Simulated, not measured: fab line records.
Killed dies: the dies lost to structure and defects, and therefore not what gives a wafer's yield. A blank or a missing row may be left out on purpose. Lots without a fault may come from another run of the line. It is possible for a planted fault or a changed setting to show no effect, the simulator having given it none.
fab line records	flow sky130
record lots=6	wafers=18	last-day=50
route steps=708 shown CONTACT@423 METAL1@434 PAD_OPEN@708
lots that met no fault: taken from a fault-free run of the same line
start-h: start of the lot's first displayed wafer, in hours after the record's first day	wait-h: hours since the lot's step before	" same as the row above	L1.1+2: a row that stands for several wafers	- no value, or no start given	* or withheld: withheld	< > ~ a bound
route shown NAME@n: NAME is a module with steps in the file, n the number in the route of the first one	usual: average and standard deviation across the fault-free wafers	same: alike in all rows	chamber/n: place in a boat	sites: readings site by site	_std_site: the standard deviation of these	_edge_site: outer sites' mean less inner sites'	radius-mm: how far each site lies from the wafer's centre	mask NAME#n: copy n	behind: tool/chamber where the wafer was last shaped	hold: cause of the lot's hold/its duration in hours/its outcome	device: transistor that didn't switch, given as n, p or np	end of line: tests run on the same wafers once the route is complete	step lacking rows: just its recipe	killed: count of dies lost to structure and defects at first sort (not the wafer's yield)	map: a wafer's dies, x killed, . not, _ none there
set.NAME: the setting that was run; set.NAME@STEP: the one run at that earlier step	model.NAME: the simulator's own value behind a step, which no gauge read
lots at selected steps of the route; one table per step, one row per wafer
services: when a tool's chamber went out of use (start-h, in hours from the record's first day, below 0 if earlier), for how many hours, and the reason
## steps
# step SKY_CONTACT_ETCH_17
# recipe target=SiO2	chemistry=C4F8/O2/Ar	stop-on=Si3N4	mask-material=KrF-thick	source-w=1500	bias-w=1200	pressure-mtorr=40	c4f8-flow-sccm=withheld	O2_flow_sccm=6	Ar_flow_sccm=300	time-s=withheld	target-depth-a=3400
# step SKY_CONTACT_ETCH_18
# recipe target=Si3N4	chemistry=CHF3/O2	stop-on=TiN	source-w=600	bias-w=200	pressure-mtorr=40	chf3-flow-sccm=50	O2_flow_sccm=5	time-s=39	target-depth-a=750
# step SKY_CONTACT_STRIP_19
# recipe chemistry=O2/N2	power-w=1400	pressure-mtorr=1500	platen-temp-c=withheld	o2-flow-sccm=3000	n2-flow-sccm=300	overash-fraction=0.5
# step SKY_CONTACT_STRIP_20
# recipe chemistry=post-etch-residue-remover	time-s=1200	temp-c=72.5
# step SKY_CONTACT_CLEAN_21
# recipe chemistry=IPA	time-s=180	temp-c=25
# step SKY_CONTACT_CLEAN_22
# recipe chemistry=O3/DIW	dry=n2-spin
# step SKY_CONTACT_SPUTTER_23
# recipe material=TiN	target-thk-nm=20	chamber-pressure-pa=5	power-w=4000	time-s=80
# usual throttle-valve-pct=30.0/0.99
lot.wafer	tool	chamber	start-h	wait-h	throttle-valve-pct
L876.4	pvd-sputter-02	-	782.46	0.0	30.0
L876.5	"	-	"	"	28.1
L876.6	"	-	"	"	30.2
L881.1	pvd-sputter-03	-	814.81	0.0	28.6
L881.3	"	-	"	"	30.4
L881.6	"	-	"	"	30.9
L883.1	pvd-sputter-01	-	839.13	0.0	29.4
L883.2	"	-	"	"	29.6
L883.5	"	-	"	"	29.6
L887.1	pvd-sputter-02	-	866.27	0.0	30.4
L887.2	"	-	"	"	31.7
L887.6	"	-	"	"	30.0
L891.3	pvd-sputter-02	-	890.43	0.0	28.1
L891.4	"	-	"	"	30.2
L891.6	"	-	"	"	30.2
L893.1	pvd-sputter-03	-	917.01	0.0	30.4
L893.4	"	-	"	"	28.6
L893.5	"	-	"	"	31.1
# step SKY_CONTACT_CVD_24
# recipe material=W	target-thk-nm=340	time-s=102.12	temp-c=400	pressure-torr=40
# usual heater-power-w=809/34
lot.wafer	tool	chamber	start-h	wait-h	heater-power-w
L876.4	cvd-w-01	1	782.56	0.1	883
L876.5	"	1	"	"	869
L876.6	"	0	"	"	789
L881.1	cvd-w-01	0	814.87	0.0	777
L881.3	"	0	"	"	771
L881.6	"	1	"	"	870
L883.1	cvd-w-01	1	839.19	0.0	861
L883.2	"	0	"	"	799
L883.5	"	0	"	"	782
L887.1	cvd-w-02	0	866.33	0.0	807
L887.2	"	1	"	"	783
L887.6	"	0	"	"	802
L891.3	cvd-w-01	0	890.53	0.1	807
L891.4	"	1	"	"	877
L891.6	"	1	"	"	908
L893.1	cvd-w-02	0	917.07	0.0	800
L893.4	"	0	"	"	799
L893.5	"	0	"	"	801
# step SKY_CONTACT_RS_MEAS_25
# recipe thk-meas-gauge=four-point-probe	reads=W_of_CONTACT_CVD_24+TiN_of_CONTACT_SPUTTER_23
# usual CONTACT_W_RS=0.339/0.005
lot.wafer	tool	chamber	start-h	wait-h	CONTACT_W_RS[ohm/sq]
L876.4	film-metro-01	-	782.69	0.1	0.351
L876.5	"	-	"	"	0.345
L876.6	"	-	"	"	0.341
L881.1	film-metro-01	-	814.98	0.1	0.342
L881.3	"	-	"	"	0.347
L881.6	"	-	"	"	0.350
L883.1	film-metro-01	-	839.30	0.1	0.338
L883.2	"	-	"	"	0.337
L883.5	"	-	"	"	0.339
L887.1	film-metro-01	-	866.44	0.1	0.336
L887.2	"	-	"	"	0.330
L887.6	"	-	"	"	0.334
L891.3	film-metro-03	-	890.65	0.1	0.347
L891.4	"	-	"	"	0.344
L891.6	"	-	"	"	0.343
L893.1	film-metro-03	-	917.18	0.1	0.346
L893.4	"	-	"	"	0.341
L893.5	"	-	"	"	0.343
# step SKY_CONTACT_THK_MEAS_26
# recipe thk-meas-gauge=xrf	reads=W_of_CONTACT_CVD_24
# usual CONTACT_W_THK=331/5.7
lot.wafer	tool	chamber	start-h	wait-h	CONTACT_W_THK[nm]
L876.4	film-metro-01	-	782.78	0.1	320
L876.5	"	-	"	"	324
L876.6	"	-	"	"	329
L881.1	film-metro-01	-	815.10	0.1	325
L881.3	"	-	"	"	324
L881.6	"	-	"	"	321
L883.1	film-metro-01	-	839.42	0.1	331
L883.2	"	-	"	"	331
L883.5	"	-	"	"	328
L887.1	film-metro-01	-	866.56	0.1	328
L887.2	"	-	"	"	335
L887.6	"	-	"	"	329
L891.3	film-metro-03	-	890.75	0.1	326
L891.4	"	-	"	"	332
L891.6	"	-	"	"	331
L893.1	film-metro-03	-	917.30	0.1	329
L893.4	"	-	"	"	331
L893.5	"	-	"	"	330
# step SKY_CONTACT_CMP_27
# recipe stop-on=SiO2	t-overpolish-s=15	down-force-psi=3.5	platen-rpm=60	target-thk-nm=0	pad-velocity-m-s=0.94248
# usual motor-current-A=10.8/1.1	overpolish-run-s=15.001/0.0089	platen-rpm=59.99/0.042	slurry-flow-ml-min=149.9/0.49	time-to-endpoint-s=83/4.4
lot.wafer	tool	chamber	start-h	wait-h	motor-current-A	overpolish-run-s	platen-rpm	slurry-flow-ml-min	time-to-endpoint-s
L876.4	cmp-01	0	782.86	0.1	10.4	15.010	59.97	150.3	77
L876.5	"	3	"	"	12.2	15.007	59.94	150.6	81
L876.6	"	0	"	"	9.3	14.978	59.97	150.5	86
L881.1	cmp-01	2	815.16	0.1	9.2	15.002	59.99	150.4	82
L881.3	"	1	"	"	11.2	15.012	59.99	150.4	88
L881.6	"	3	"	"	11.0	14.997	59.98	150.1	86
L883.1	cmp-01	3	839.53	0.1	12.0	15.003	60.00	149.8	82
L883.2	"	1	"	"	11.7	15.016	60.00	149.2	87
L883.5	"	2	"	"	8.8	15.024	59.97	149.8	82
L887.2	cmp-02	0	866.67	0.1	9.7	14.985	60.02	149.3	79
L887.1	"	2	"	"	12.5	14.991	59.99	149.6	79
L887.6	"	3	"	"	11.7	14.989	59.96	150.0	80
L891.3	cmp-02	1	890.79	0.0	10.9	15.001	59.97	150.3	78
L891.4	"	3	"	"	12.1	15.013	60.08	150.4	85
L891.6	"	2	"	"	12.6	14.990	60.02	150.1	79
L893.4	cmp-02	1	917.46	0.1	10.8	15.003	60.01	149.9	71
L893.1	"	2	"	"	12.4	14.994	59.94	149.5	78
L893.5	"	0	"	"	9.5	14.985	59.93	150.0	78
# step SKY_METAL1_SPUTTER_00
# recipe material=Ti	target-thk-nm=15	power-w=3000	time-s=10	chamber-pressure-pa=0.4
# usual throttle-valve-pct=29.9/0.67
lot.wafer	tool	chamber	start-h	wait-h	throttle-valve-pct
L876.4	pvd-sputter-01	-	783.11	0.2	29.7
L876.5	"	-	"	"	29.8
L876.6	"	-	"	"	29.6
L881.1	pvd-sputter-04	-	815.46	0.2	30.3
L881.3	"	-	"	"	28.8
L881.6	"	-	"	"	29.6
L883.1	pvd-sputter-04	-	839.78	0.2	30.5
L883.2	"	-	"	"	29.0
L883.5	"	-	"	"	29.9
L887.1	pvd-sputter-04	-	866.92	0.1	30.2
L887.2	"	-	"	"	29.6
L887.6	"	-	"	"	30.5
L891.3	pvd-sputter-03	-	891.09	0.2	30.4
L891.4	"	-	"	"	31.1
L891.6	"	-	"	"	28.6
L893.1	pvd-sputter-01	-	917.66	0.1	30.0
L893.4	"	-	"	"	29.6
L893.5	"	-	"	"	29.4
# step SKY_METAL1_SPUTTER_01
# recipe material=TiN	target-thk-nm=20	power-w=6500	time-s=16.7	chamber-pressure-pa=0.4
# usual throttle-valve-pct=29.9/0.69
lot.wafer	tool	chamber	start-h	wait-h	throttle-valve-pct	model.TiN_of_METAL1_SPUTTER_01.thk-nm
L876.4	pvd-sputter-01	-	783.13	0.0	29.7	19.47
L876.5	"	-	"	"	30.1	19.35
L876.6	"	-	"	"	29.3	19.68
L881.1	pvd-sputter-04	-	815.48	0.0	30.2	19.99
L881.3	"	-	"	"	29.0	19.81
L881.6	"	-	"	"	29.6	19.62
L883.1	pvd-sputter-04	-	839.81	0.0	30.5	21.39
L883.2	"	-	"	"	28.8	19.9
L883.5	"	-	"	"	29.5	19.95
L887.1	pvd-sputter-04	-	866.94	0.0	30.3	21.33
L887.2	"	-	"	"	29.5	19.77
L887.6	"	-	"	"	30.3	21.37
L891.3	pvd-sputter-03	-	891.11	0.0	30.3	19.99
L891.4	"	-	"	"	31.1	20.25
L891.6	"	-	"	"	28.7	20
L893.1	pvd-sputter-01	-	917.68	0.0	29.9	19.9
L893.4	"	-	"	"	29.4	20.2
L893.5	"	-	"	"	29.4	20.3
# step SKY_METAL1_SPUTTER_02
# recipe material=AlCu	target-thk-nm=250	power-w=10600	time-s=13.3	chamber-pressure-pa=0.4
# usual throttle-valve-pct=29.9/0.67
lot.wafer	tool	chamber	start-h	wait-h	throttle-valve-pct
L876.4	pvd-sputter-01	-	783.16	0.0	29.2
L876.5	"	-	"	"	30.1
L876.6	"	-	"	"	29.5
L881.1	pvd-sputter-04	-	815.51	0.0	30.1
L881.3	"	-	"	"	28.9
L881.6	"	-	"	"	29.6
L883.1	pvd-sputter-04	-	839.83	0.0	30.0
L883.2	"	-	"	"	28.8
L883.5	"	-	"	"	29.5
L887.1	pvd-sputter-04	-	866.96	0.0	30.1
L887.2	"	-	"	"	29.8
L887.6	"	-	"	"	30.1
L891.3	pvd-sputter-03	-	891.13	0.0	30.6
L891.4	"	-	"	"	31.1
L891.6	"	-	"	"	28.5
L893.1	pvd-sputter-01	-	917.71	0.0	29.8
L893.4	"	-	"	"	29.5
L893.5	"	-	"	"	29.6
# step SKY_PAD_OPEN_PROBE_99
# usual defect-limited-yield=82.8/2	killed_at_M0_to_M3=43/6.4	killed_at_M4_up=3.1/2	killed-at-contacts=24/5.2	killed-at-front-end=15/4.3	killed-at-other=0.2/0.48	killed-dies=85/9.7	killed-open=47/6.9	killed-short=38/6.7	sort_bin_3_pad_short=0.9/0.48	sort_bin_5_function=10.3/1.6	sort_bin_6_memory=6.1/0.97	sort-n-pass=407/9.7	sort-yield-pct=82.8/2
# same gross-dies=492	killed-at-back-side=0	sort_bin_4_leakage[%]=0	sort_bin_8_speed[%]=0
lot.wafer	tool	chamber	start-h	wait-h	defect-limited-yield[%]	killed_at_M0_to_M3	killed_at_M4_up	killed-at-contacts	killed-at-front-end	killed-at-other	killed-dies	killed-open	killed-short	sort_bin_3_pad_short[%]	sort_bin_5_function[%]	sort_bin_6_memory[%]	sort-n-pass	sort-yield-pct[%]
L876.4	prober-01	-	1113.64	0.2	81.3	54	1	20	17	0	92	59	33	1.0	10.8	6.9	400	81.3
L876.5	prober-01	-	1113.69	0.2	82.5	37	4	28	17	0	86	49	37	1.0	9.8	6.7	406	82.5
L876.6	prober-01	-	1113.74	0.2	81.9	36	3	31	19	0	89	54	35	0.8	8.9	8.3	403	81.9
L881.1	prober-01	-	1141.66	0.1	82.7	36	2	37	10	0	85	50	35	0.6	11.6	5.1	407	82.7
L881.3	prober-01	-	1141.76	0.2	81.3	44	1	31	16	0	92	44	48	1.2	11.4	6.1	400	81.3
L881.6	prober-01	-	1141.91	0.2	81.5	44	3	29	13	2	91	41	50	1.8	11.2	5.5	401	81.5
L883.1	prober-02	-	1157.94	0.1	83.5	46	2	19	14	0	81	36	45	0.2	9.6	6.7	411	83.5
L883.2	prober-02	-	1157.99	0.1	82.3	43	4	22	18	0	87	43	44	0.8	11.4	5.5	405	82.3
L883.5	prober-02	-	1158.14	0.2	85.2	34	10	19	10	0	73	34	39	0.6	8.5	5.7	419	85.2
L887.1	prober-02	-	1174.58	0.1	84.1	35	1	22	19	1	78	40	38	1.2	8.5	6.1	414	84.1
L887.2	prober-02	-	1174.63	0.1	82.3	42	3	30	11	1	87	48	38	0.6	9.8	7.3	405	82.3
L887.6	prober-02	-	1174.83	0.2	86.6	29	0	25	12	0	66	42	24	0.8	8.3	4.3	426	86.6
L891.3	prober-02	-	1192.15	0.2	83.3	44	0	24	13	1	82	45	37	0.8	10.2	5.7	410	83.3
L891.4	prober-02	-	1192.20	0.2	85.8	37	6	15	12	0	70	39	31	0.2	8.5	5.5	422	85.8
L891.6	prober-02	-	1192.30	0.2	83.9	45	0	24	9	1	79	48	31	0.6	10.8	4.7	413	83.9
L893.1	prober-02	-	1207.36	0.1	79.3	45	3	33	21	0	102	60	42	0.6	14.2	5.9	390	79.3
L893.4	prober-02	-	1207.51	0.2	81.9	39	2	35	13	0	89	51	38	0.6	10.4	7.1	403	81.9
L893.5	prober-02	-	1207.56	0.2	82.1	48	3	24	12	1	88	49	39	0.6	11.0	6.3	404	82.1
# killed by level:class
L876.4 VIA1:geometric-particle:open=11 VIA3:geometric-particle:open=11 CONTACT:geometric-particle:open=9 METAL1:geometric-particle:short=7 VIA2:geometric-particle:open=7 FIELD_ISO:geometric-particle:open=6 CONTACT:geometric-particle:short=5 METAL3:geometric-particle:short=5
L876.5 CONTACT:geometric-particle:open=11 LI_CONTACT:geometric-particle:open=8 VIA3:geometric-particle:open=8 POLY_GATE:geometric-particle:open=6 METAL1:geometric-particle:short=6 VIA1:geometric-particle:open=5 CONTACT:geometric-particle:short=4 VIA1:geometric-particle:short=4
L876.6 VIA1:geometric-particle:open=12 LI_CONTACT:geometric-particle:open=10 FIELD_ISO:geometric-particle:open=9 CONTACT:geometric-particle:open=8 LI_CONTACT:geometric-particle:short=4 POLY_GATE:geometric-particle:short=4 LOCAL_INTERCONNECT:geometric-particle:short=4 METAL1:geometric-particle:short=4
L881.1 CONTACT:geometric-particle:open=11 LI_CONTACT:geometric-particle:open=9 LOCAL_INTERCONNECT:geometric-particle:short=7 METAL2:geometric-particle:short=6 FIELD_ISO:geometric-particle:open=5 VIA1:geometric-particle:open=5 VIA2:geometric-particle:open=5 VIA3:geometric-particle:open=5
L881.3 LI_CONTACT:geometric-particle:open=10 VIA1:geometric-particle:open=8 CONTACT:geometric-particle:open=7 VIA1:geometric-particle:short=7 METAL1:geometric-particle:short=6 METAL2:geometric-particle:short=6 VIA2:geometric-particle:open=6 FIELD_ISO:geometric-particle:short=5
L881.6 VIA1:geometric-particle:short=11 VIA1:geometric-particle:open=10 LI_CONTACT:geometric-particle:open=10 CONTACT:geometric-particle:open=8 METAL1:geometric-particle:short=7 CONTACT:geometric-particle:short=5 LOCAL_INTERCONNECT:geometric-particle:short=4 FIELD_ISO:geometric-particle:open=3
L883.1 METAL2:geometric-particle:short=9 METAL1:geometric-particle:short=8 VIA2:geometric-particle:open=7 POLY_GATE:geometric-particle:open=6 LI_CONTACT:geometric-particle:open=6 VIA3:geometric-particle:open=5 FIELD_ISO:geometric-particle:short=4 CONTACT:geometric-particle:short=4
L883.2 METAL1:geometric-particle:short=7 VIA1:geometric-particle:open=7 CONTACT:geometric-particle:open=6 VIA1:geometric-particle:short=6 LI_CONTACT:geometric-particle:open=5 CONTACT:geometric-particle:short=5 FIELD_ISO:geometric-particle:open=4 POLY_GATE:geometric-particle:short=4
L883.5 LOCAL_INTERCONNECT:geometric-particle:short=7 METAL4:geometric-particle:short=6 FIELD_ISO:geometric-particle:open=6 METAL2:geometric-particle:short=6 CONTACT:geometric-particle:open=5 VIA1:geometric-particle:short=5 VIA1:geometric-particle:open=5 VIA3:geometric-particle:open=4
L887.1 VIA1:geometric-particle:open=11 CONTACT:geometric-particle:open=8 POLY_GATE:geometric-particle:short=7 LI_CONTACT:geometric-particle:open=6 METAL1:geometric-particle:short=5 FIELD_ISO:geometric-particle:open=4 VIA3:geometric-particle:open=4 LI_CONTACT:geometric-particle:short=3
L887.2 LI_CONTACT:geometric-particle:open=14 VIA1:geometric-particle:open=10 VIA2:geometric-particle:open=7 CONTACT:geometric-particle:open=6 METAL2:geometric-particle:short=6 METAL1:geometric-particle:short=5 LOCAL_INTERCONNECT:geometric-particle:short=4 CONTACT:geometric-particle:short=4
L887.6 LI_CONTACT:geometric-particle:open=11 VIA1:geometric-particle:open=7 METAL1:geometric-particle:short=6 VIA3:geometric-particle:open=6 POLY_GATE:geometric-particle:short=5 LOCAL_INTERCONNECT:geometric-particle:short=5 CONTACT:geometric-particle:open=5 VIA2:geometric-particle:open=5
L891.3 VIA1:geometric-particle:open=11 CONTACT:geometric-particle:open=10 CONTACT:geometric-particle:short=8 VIA2:geometric-particle:open=8 VIA1:geometric-particle:short=6 METAL2:geometric-particle:short=6 VIA3:geometric-particle:open=6 POLY_GATE:geometric-particle:short=3
L891.4 VIA1:geometric-particle:open=12 LI_CONTACT:geometric-particle:open=6 METAL2:geometric-particle:short=5 VIA3:geometric-particle:open=5 LOCAL_INTERCONNECT:geometric-particle:short=4 METAL1:geometric-particle:short=4 METAL4:geometric-particle:short=4 FIELD_ISO:geometric-particle:open=3
L891.6 VIA3:geometric-particle:open=14 VIA1:geometric-particle:open=12 CONTACT:geometric-particle:open=10 LI_CONTACT:geometric-particle:open=5 CONTACT:geometric-particle:short=4 VIA1:geometric-particle:short=4 METAL2:geometric-particle:short=4 FIELD_ISO:geometric-particle:short=3
L893.1 LI_CONTACT:geometric-particle:open=13 CONTACT:geometric-particle:open=12 VIA1:geometric-particle:open=11 POLY_GATE:geometric-particle:open=8 VIA1:geometric-particle:short=7 FIELD_ISO:geometric-particle:short=6 VIA2:geometric-particle:open=6 VIA3:geometric-particle:open=6
L893.4 CONTACT:geometric-particle:open=11 LI_CONTACT:geometric-particle:open=9 CONTACT:geometric-particle:short=9 VIA1:geometric-particle:open=9 VIA2:geometric-particle:open=7 METAL2:geometric-particle:short=5 VIA3:geometric-particle:open=5 FIELD_ISO:geometric-particle:open=4
L893.5 VIA3:geometric-particle:open=10 VIA2:geometric-particle:open=9 LI_CONTACT:geometric-particle:open=7 CONTACT:geometric-particle:open=7 VIA1:geometric-particle:open=6 METAL1:geometric-particle:short=5 VIA1:geometric-particle:short=5 FIELD_ISO:geometric-particle:open=4
## services
tool	chamber	start-h	hours	kind
pvd-sputter-01	-	765.12	3.5	repair
cmp-02	-	783.91	3.3	pm
cvd-w-02	-	787.16	2.1	repair
cvd-w-01	-	826.90	3.8	pm
cmp-02	-	831.39	3.8	repair
pvd-sputter-01	3	832.59	-	consumable-replace:kit
pvd-sputter-01	3	832.59	18.0	scheduled-down
pvd-sputter-01	3	832.59	18.0	vent-cycle
cmp-02	-	837.04	22.1	repair
pvd-sputter-03	-	844.64	3.2	repair
pvd-sputter-04	-	846.22	5.2	repair
cvd-w-01	-	860.29	28.1	pm
pvd-sputter-01	-	879.24	2.2	repair
cvd-w-02	-	887.37	3.7	repair
pvd-sputter-03	0	898.97	-	consumable-replace:kit
pvd-sputter-03	0	898.97	18.0	scheduled-down
pvd-sputter-03	0	898.97	18.0	vent-cycle
cmp-01	-	901.02	0.4	repair
cvd-w-01	-	904.00	14.0	pm
cvd-w-01	0	904.00	14.0	vent-cycle
pvd-sputter-04	-	905.25	12.4	repair
cmp-01	-	911.82	1.1	repair
cmp-02	-	912.41	4.0	pm
cmp-01	-	916.41	6.4	pm
## key
first-sign none at tools or gauges
model-effect step=SKY_METAL1_SPUTTER_01	value=TiN_of_METAL1_SPUTTER_01.thk-nm	without=19.88	struck=21.36
met-at SKY_METAL1_SPUTTER_01
struck-wafers L883.1,L887.1,L887.6
fault kind=process-parameter-drift	tool=pvd-sputter-04	chamber=-	onset-h=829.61	steps=SKY_METAL1_SPUTTER_01	channel=time-s	offset=*	shape=step	end-h=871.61	acts-in=*	stated=*	scope=struck-wafers-only
